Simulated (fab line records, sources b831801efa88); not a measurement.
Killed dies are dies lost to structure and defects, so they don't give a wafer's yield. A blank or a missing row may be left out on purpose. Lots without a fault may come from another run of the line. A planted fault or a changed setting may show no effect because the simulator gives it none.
fab line records | flow sky130
record lots=15 wafers=45 last_day=50
route steps=708 shown VIA2@519 METAL3@567 METAL4@634 VIA4@656
lots that met no fault: from a run of the same line without faults
start_h: hours from the record's first day to the start of the lot's first wafer shown | wait_h: hours since the lot's step before | " the same as in the row above | L1.1+2: a row that stands for several wafers | - no value, or no start given | * or withheld: withheld | < > ~ a bound
route shown NAME@n: a module of which the file shows steps, and the number in the route of the first | usual: mean/standard deviation of fault-free wafers | same: alike in all rows | chamber/n: place in a boat | sites: the reading at each site | _std_site: their standard deviation | _edge_site: outer sites' mean less inner sites' | radius_mm: how far each site lies from the wafer's centre | mask NAME#n: copy n | behind: the tool/chamber that last shaped the wafer | hold: why the lot was held/for how many hours/how that ended | device: the transistor (n, p or np) that didn't switch | end of line: the same wafers' tests at the end of the route | a step without rows: its recipe alone | killed: dies lost to structure and defects at the first sort, not the wafer's yield | map: a wafer's dies, x killed, . not, _ none there
set.NAME: the setting as run; set.NAME@STEP: as run at that earlier step | model.NAME: the simulator's own value behind a step, which no gauge read
steps of the route over a sample of lots; a table a step, a row a wafer
services: from which hour (start_h, from the record's first day; less than 0 if before it) a tool's chamber was out of use, for how many hours, and why
## steps
# step SKY_VIA2_CD_MEAS_12
# recipe target_cd_nm=200
# usual cd_nm=200.3/1.3
# columns lot.wafer tool chamber start_h wait_h cd_nm
L511.1 cd_sem-02 - 846.75 - 199.6
L511.3 " - " " 201.5
L511.6 " - " " 201.5
L514.1 cd_sem-02 - 878.85 - 201.5
L514.2 " - " " 200.3
L514.5 " - " " 199.4
L515.1 cd_sem-01 - 880.28 - 202.3
L515.3 " - " " 201.5
L515.6 " - " " 202.7
L516.3 cd_sem-01 - 892.34 - 199.6
L516.4 " - " " 199.6
L516.5 " - " " 199.9
L517.2 cd_sem-01 - 900.47 - 200.6
L517.3 " - " " 199.4
L517.4 " - " " 200.0
L519.1 cd_sem-01 - 916.93 - 200.2
L519.2 " - " " 199.8
L519.3 " - " " 199.0
L520.3 cd_sem-01 - 921.22 - 202.4
L520.4 " - " " 199.3
L520.5 " - " " 200.0
L521.4 cd_sem-01 - 929.01 - 201.1
L521.5 " - " " 202.1
L521.6 " - " " 200.9
L523.3 cd_sem-01 - 950.46 - 200.6
L523.4 " - " " 199.0
L523.6 " - " " 198.5
L525.1 cd_sem-01 - 966.30 - 203.4
L525.3 " - " " 203.2
L525.4 " - " " 201.4
L527.1 cd_sem-01 - 969.90 - 199.6
L527.2 " - " " 198.9
L527.3 " - " " 199.4
L526.3 cd_sem-01 - 971.12 - 200.6
L526.4 " - " " 200.3
L526.5 " - " " 201.8
L532.2 cd_sem-01 - 1000.44 - 198.7
L532.4 " - " " 197.6
L532.5 " - " " 197.7
L534.3 cd_sem-02 - 1011.94 - 202.3
L534.4 " - " " 201.2
L534.6 " - " " 200.3
L533.1 cd_sem-01 - 1012.57 - 198.4
L533.5 " - " " 198.3
L533.6 " - " " 198.5
# step SKY_METAL3_ETCH_17
# recipe target=SiO2 stop_on=TiN chemistry=C4F8/O2/Ar source_w=1500 bias_w=1200 pressure_mtorr=40 c4f8_flow_sccm=withheld O2_flow_sccm=6 Ar_flow_sccm=300 time_s=3.9 target_depth_a=150
# usual bias_w=1200/3.6 chamber_pressure_mTorr=40.00/0.035 oes_product_au=0.753/0.007
# columns lot.wafer tool chamber start_h wait_h bias_w chamber_pressure_mTorr oes_product_au rf_hours_counter_h
L511.1 rie_diel-04 1 900.62 0.1 1201 39.98 0.744 9
L511.3 " 2 " " 1203 40.00 0.743 21
L511.6 " 2 " " 1198 40.02 0.749 -
L514.1 rie_diel-02 0 931.46 0.1 1193 39.98 0.750 6
L514.2 " 2 " " 1203 39.97 0.743 27
L514.5 " 2 " " 1204 39.99 0.757 -
L515.1 rie_diel-02 3 933.39 0.1 1197 39.99 0.756 19
L515.3 " 2 " " 1199 40.00 0.763 27
L515.6 " 0 " " 1196 40.00 0.761 -
L516.3 rie_diel-01 3 944.11 0.0 1196 39.98 0.756 2
L516.4 " 2 " " 1200 40.02 0.751 14
L516.5 " 1 " " 1199 39.94 0.743 -
L517.2 rie_diel-01 3 951.29 0.1 1205 39.99 0.755 2
L517.3 " 2 " " 1203 40.02 0.759 14
L517.4 " 0 " " 1198 39.94 0.761 16
L519.1 rie_diel-04 0 968.34 0.1 1202 40.04 0.746 5
L519.2 " 1 " " 1199 40.02 0.749 11
L519.3 " 3 " " 1202 39.99 0.747 13
L520.3 rie_diel-04 0 972.06 0.0 1191 39.98 0.754 5
L520.4 " 3 " " 1200 40.03 0.747 13
L520.5 " 2 " " 1201 40.01 0.762 -
L521.4 rie_diel-02 3 979.42 0.0 1198 39.95 0.760 20
L521.5 " 2 " " 1199 40.00 0.759 -
L521.6 " 1 " " 1199 40.02 0.756 -
L523.3 rie_diel-01 1 998.75 0.1 1198 39.98 0.766 9
L523.4 " 3 " " 1198 39.99 0.754 4
L523.6 " 0 " " 1200 39.98 0.758 -
L525.1 rie_diel-04 1 1015.29 0.1 1194 40.07 0.729 12
L525.3 " 3 " " 1203 40.03 0.736 14
L525.4 " 0 " " 1202 40.06 0.742 6
L527.1 rie_diel-01 2 1019.42 0.1 1203 39.97 0.756 16
L527.2 " 1 " " 1197 40.03 0.750 10
L527.3 " 0 " " 1199 40.03 0.753 19
L526.3 rie_diel-04 0 1021.99 0.0 1204 40.02 0.749 6
L526.4 " 2 " " 1194 40.00 0.767 2
L526.5 " 3 " " 1199 40.00 0.762 -
L532.2 rie_diel-01 1 1048.37 0.1 1196 40.02 0.753 11
L532.4 " 2 " " 1200 39.95 0.753 17
L532.5 " 0 " " 1202 39.99 0.745 -
L534.3 rie_diel-02 1 1057.88 0.0 1196 40.01 0.759 -
L534.4 " 3 " " 1200 39.95 0.762 -
L534.6 " 3 " " 1205 40.00 0.765 -
L533.1 rie_diel-04 2 1059.29 0.1 1202 39.94 0.747 3
L533.5 " 0 " " 1194 40.00 0.748 -
L533.6 " 3 " " 1196 39.95 0.758 -
# step SKY_METAL4_METAL_ETCH_18
# recipe target_depth_a=8450 stop_on=SiO2 over_etch_frac=0.3 time_s=183.1 chemistry=Cl2/BCl3 resist_sidewall_deg=88 pressure_mtorr=10 icp_w=900 bias_w=48.5 Cl2_flow_sccm=60 bcl3_flow_sccm=30
# usual bcl3_flow_sccm=30.00/0.099 bias_w=48.49/0.15 chamber_pressure_mTorr=9.999/0.01 drypump_motor_current_A=5.8/0.42 oes_product_au=0.866/0.0065 throttle_valve_pct=22.264/0.0092
# columns lot.wafer tool chamber start_h wait_h bcl3_flow_sccm bias_w chamber_pressure_mTorr drypump_motor_current_A oes_product_au rf_hours_counter_h throttle_valve_pct
L511.1 rie_metal-04 0 978.30 0.0 29.95 48.41 9.979 5.3 0.862 15 22.267
L511.3 " 0 " " 29.98 48.17 9.996 5.3 0.865 - 22.273
L511.6 " 1 " " 29.83 48.40 9.987 6.1 0.866 - 22.255
L514.1 rie_metal-01 1 1007.02 0.0 30.08 48.40 10.003 5.4 0.859 11 22.248
L514.2 " 0 " " 30.02 48.28 9.991 6.2 0.867 14 22.261
L514.5 " 1 " " 29.96 48.43 10.004 5.4 0.866 - 22.274
L515.1 rie_metal-04 0 1010.62 0.0 29.96 48.42 10.008 5.3 0.868 17 22.252
L515.3 " 0 " " 30.01 48.26 9.991 5.3 0.860 - 22.254
L515.6 " 0 " " 30.14 48.35 10.005 5.3 0.869 - 22.259
L516.3 rie_metal-01 1 1019.96 0.1 29.97 48.57 10.005 5.4 0.871 - 22.263
L516.4 " 0 " " 29.76 48.52 9.986 6.2 0.872 - 22.255
L516.5 " 0 " " 29.94 48.47 9.992 6.3 0.862 - 22.253
L517.2 rie_metal-03 1 1026.37 0.0 29.86 48.35 10.008 5.5 0.855 6 22.273
L517.3 " 0 " " 29.98 48.25 10.007 6.2 0.864 - 22.277
L517.4 " 1 " " 29.91 48.25 10.009 5.5 0.860 - 22.280
L519.1 rie_metal-04 0 1040.94 0.0 29.98 48.46 9.982 5.3 0.871 20 22.260
L519.2 " 1 " " 30.01 48.61 10.002 6.1 0.867 1 22.269
L519.3 " 0 " " 30.06 48.42 10.002 5.3 0.860 - 22.247
L520.3 rie_metal-01 0 1046.70 0.1 30.00 48.44 10.015 6.2 0.852 - 22.263
L520.4 " 1 " " 30.11 48.63 10.017 5.4 0.859 - 22.257
L520.5 " 0 " " 30.01 48.27 10.006 6.2 0.864 - 22.269
L521.4 rie_metal-01 0 1051.81 0.1 30.03 48.53 10.000 6.2 0.855 - 22.281
L521.5 " 1 " " 29.75 48.46 10.002 5.4 0.851 - 22.250
L521.6 " 0 " " 30.00 48.16 9.992 6.2 0.870 - 22.261
L523.3 rie_metal-01 0 1069.61 0.1 29.84 48.45 10.003 6.2 0.869 - 22.259
L523.4 " 1 " " 30.01 48.73 9.990 5.4 0.870 - 22.277
L523.6 " 1 " " 29.91 48.51 9.996 5.4 0.869 - 22.277
L525.1 rie_metal-04 0 1084.00 0.0 - - - - - - -
L525.3 " 1 " " - - - - - - -
L525.4 " 0 " " - - - - - - -
L527.1 rie_metal-03 0 1087.47 0.0 - - - - - - -
L527.2 " 0 " " - - - - - - -
L527.3 " 0 " " - - - - - - -
L526.3 rie_metal-01 1 1090.40 0.1 - - - - - - -
L526.4 " 0 " " - - - - - - -
L526.5 " 0 " " - - - - - - -
L532.2 rie_metal-01 1 1114.31 0.0 30.12 48.42 9.999 5.4 0.872 18 22.253
L532.4 " 1 " " 30.06 48.27 9.985 5.4 0.879 - 22.255
L532.5 " 1 " " 29.96 48.57 10.007 5.4 0.868 - 22.261
L534.3 rie_metal-01 0 1123.33 0.1 30.10 48.66 9.998 6.2 0.871 - 22.253
L534.4 " 1 " " 29.95 48.45 9.997 5.4 0.878 - 22.272
L534.6 " 0 " " 30.20 48.67 9.988 6.2 0.861 - 22.268
L533.1 rie_metal-04 1 1125.07 0.0 30.08 48.40 9.983 6.1 0.869 6 22.275
L533.5 " 0 " " 30.18 48.41 10.013 5.3 0.869 - 22.258
L533.6 " 1 " " 30.04 48.48 9.999 6.1 0.870 - 22.261
# step SKY_METAL4_STRIP_19
# recipe chemistry=O2/N2 power_w=1400 pressure_mtorr=1500 platen_temp_c=withheld o2_flow_sccm=3000 n2_flow_sccm=300 overash_fraction=0.5
# usual chamber_pressure_mTorr=1499.9/1.2 drypump_motor_current_A=5.6/0.45 oes_product_au=0.501/0.0056 strip_time_to_endpoint_s=6.48/0.085
# columns lot.wafer tool chamber start_h wait_h chamber_pressure_mTorr drypump_motor_current_A oes_product_au rf_hours_counter_h strip_time_to_endpoint_s
L511.1 plasma_asher-02 1 978.48 0.1 1501.2 6.4 0.494 119 6.40
L511.3 " 1 " " 1500.3 6.4 0.507 - 6.48
L511.6 " 0 " " 1501.1 5.3 0.501 - 6.43
L514.1 plasma_asher-02 1 1007.28 0.2 1499.4 6.4 0.501 122 6.52
L514.2 " 0 " " 1500.9 5.3 0.495 122 6.37
L514.5 " 0 " " 1499.3 5.3 0.497 - 6.49
L515.1 plasma_asher-01 1 1010.98 0.3 1498.2 6.1 0.505 57 6.50
L515.3 " 1 " " 1499.4 6.1 0.506 - 6.47
L515.6 " 1 " " 1496.7 6.1 0.499 - 6.52
L516.3 plasma_asher-03 1 1020.12 0.1 1498.6 5.1 0.495 - 6.56
L516.4 " 0 " " 1500.8 5.6 0.496 - 6.42
L516.5 " 1 " " 1500.1 5.1 0.495 - 6.45
L517.2 plasma_asher-02 1 1026.55 0.1 1500.0 6.4 0.498 124 6.39
L517.3 " 1 " " 1499.8 6.4 0.500 - 6.46
L517.4 " 0 " " 1502.1 5.3 0.489 - 6.33
L519.1 plasma_asher-02 1 1041.12 0.1 1501.3 6.4 0.498 125 6.37
L519.2 " 0 " " 1501.8 5.3 0.494 125 6.52
L519.3 " 0 " " 1500.6 5.3 0.500 - 6.45
L520.3 plasma_asher-03 0 1046.85 0.1 1499.5 5.6 0.500 - 6.44
L520.4 " 1 " " 1501.4 5.1 0.506 - 6.55
L520.5 " 1 " " 1501.3 5.1 0.493 - 6.39
L521.4 plasma_asher-02 1 1051.97 0.1 1503.2 6.4 0.492 - 6.42
L521.5 " 0 " " 1500.6 5.3 0.502 - 6.51
L521.6 " 1 " " 1501.0 6.4 0.494 - 6.36
L523.3 plasma_asher-02 1 1069.77 0.1 1500.1 6.4 0.493 - 6.33
L523.4 " 0 " " 1502.8 5.3 0.498 - 6.44
L523.6 " 1 " " 1500.7 6.4 0.505 - 6.45
L525.1 plasma_asher-03 1 1084.18 0.1 1500.9 5.1 0.712 94 11.86
L525.3 " 0 " " 1501.1 5.6 0.718 - 11.84
L525.4 " 1 " " 1498.9 5.1 0.719 - 11.85
L527.1 plasma_asher-01 1 1087.83 0.3 1499.4 6.1 0.711 64 11.85
L527.2 " 0 " " 1499.0 5.4 0.720 64 11.85
L527.3 " 1 " " 1498.3 6.1 0.714 - 11.85
L526.3 plasma_asher-03 1 1090.55 0.1 1498.3 5.1 0.716 - 11.87
L526.4 " 0 " " 1500.3 5.6 0.713 - 11.90
L526.5 " 1 " " 1498.8 5.1 0.715 - 11.88
L532.2 plasma_asher-03 0 1114.48 0.1 1500.0 5.6 0.504 97 6.60
L532.4 " 0 " " 1499.2 5.6 0.504 - 6.58
L532.5 " 1 " " 1500.7 5.1 0.503 - 6.61
L534.3 plasma_asher-01 1 1123.49 0.1 1500.8 6.1 0.499 - 6.36
L534.4 " 0 " " 1500.6 5.3 0.513 - 6.61
L534.6 " 1 " " 1500.8 6.1 0.503 - 6.42
L533.1 plasma_asher-01 0 1125.25 0.1 1499.2 5.3 0.513 67 6.57
L533.5 " 1 " " 1498.9 6.1 0.506 - 6.50
L533.6 " 0 " " 1498.6 5.3 0.508 - 6.60
# step SKY_VIA4_SPUTTER_17
# recipe material=TiN target_thk_nm=20 chamber_pressure_pa=5 power_w=4000 time_s=80
# usual throttle_valve_pct=30.0/0.55
# columns lot.wafer tool chamber start_h wait_h throttle_valve_pct
L511.1 pvd_sputter-03 - 1003.48 0.0 30.6
L511.3 " - " " 30.1
L511.6 " - " " 30.0
L514.1 pvd_sputter-02 - 1031.23 0.0 29.9
L514.2 " - " " 30.8
L514.5 " - " " 29.8
L515.1 pvd_sputter-03 - 1034.85 0.0 29.3
L515.3 " - " " 30.3
L515.6 " - " " 29.8
L516.3 pvd_sputter-02 - 1043.62 0.0 30.7
L516.4 " - " " 30.1
L516.5 " - " " 30.6
L517.2 pvd_sputter-02 - 1050.15 0.0 29.8
L517.3 " - " " 30.4
L517.4 " - " " 30.3
L519.1 pvd_sputter-03 - 1064.56 0.0 29.8
L519.2 " - " " 30.4
L519.3 " - " " 29.8
L520.3 pvd_sputter-04 - 1070.00 0.0 30.8
L520.4 " - " " 30.8
L520.5 " - " " 29.9
L521.4 pvd_sputter-03 - 1075.25 0.0 29.8
L521.5 " - " " 30.1
L521.6 " - " " 29.2
L523.3 pvd_sputter-02 - 1092.30 0.0 31.0
L523.4 " - " " 30.3
L523.6 " - " " 29.8
L532.2 pvd_sputter-04 - 1135.40 0.0 28.4
L532.4 " - " " 30.1
L532.5 " - " " 30.7
L534.3 pvd_sputter-03 - 1144.71 0.0 29.8
L534.4 " - " " 30.3
L534.6 " - " " 30.3
L533.1 pvd_sputter-04 - 1146.40 0.0 30.1
L533.5 " - " " 29.8
L533.6 " - " " 28.6
## services
# columns tool chamber start_h hours kind
rie_diel-04 3 876.71 6.6 repair
pvd_sputter-03 - 878.35 8.0 repair
plasma_asher-03 - 880.70 2.3 repair
rie_diel-01 1 897.52 3.9 repair
pvd_sputter-03 - 898.38 2.3 repair
rie_diel-01 3 913.37 9.5 repair
rie_diel-01 2 931.53 2.8 repair
pvd_sputter-03 - 932.08 5.2 repair
plasma_asher-03 - 956.70 2.8 pm
pvd_sputter-03 - 958.48 1.5 repair
rie_diel-04 3 974.81 4.3 repair
pvd_sputter-03 - 981.05 1.1 repair
rie_diel-01 1 982.66 4.3 repair
pvd_sputter-03 - 1017.64 4.7 repair
pvd_sputter-03 - 1041.29 4.9 repair
rie_metal-04 - 1044.85 1.4 pm
rie_metal-04 1 1047.10 5.7 repair
plasma_asher-02 - 1055.25 9.0 pm
rie_metal-01 1 1056.34 3.7 repair
rie_metal-04 - 1068.89 2.8 pm
rie_diel-01 3 1105.53 6.5 repair
rie_diel-04 - 1117.10 2.8 pm
rie_diel-01 2 1119.56 9.6 repair
rie_metal-01 - 1135.40 2.8 pm
## key
first_sign step=SKY_METAL4_METAL_ETCH_18 reading=tool_record direction=missing
effect step=SKY_METAL4_STRIP_19 reading=strip_time_to_endpoint_s direction=up sigmas=64 usual=* struck=*
met_at SKY_METAL4_METAL_ETCH_18
struck_lots L525,L526,L527
later_rows_left_out L525.1,L525.3,L525.4,L526.3,L526.4,L526.5,L527.1,L527.2,L527.3
sort_left_out L525.1,L525.3,L525.4,L526.3,L526.4,L526.5,L527.1,L527.2,L527.3
not_acting_at SKY_VIA2_CD_MEAS_12,SKY_METAL3_ETCH_17,SKY_VIA4_SPUTTER_17
onset_between 1069.61 1084.00
fault kind=skipped_step_whole tool=rie_metal-01,rie_metal-03,rie_metal-04 chamber=- onset_h=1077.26 steps=SKY_METAL4_METAL_ETCH_18 scope=struck_lots_only
# sort_left_out: the simulated sort isn't trusted on such a fault, so these wafers' sort isn't shown, and their yield isn't known
# later_rows_left_out: the simulator's readings of these wafers behind a module that went badly wrong aren't trusted and aren't shown, but for the sort
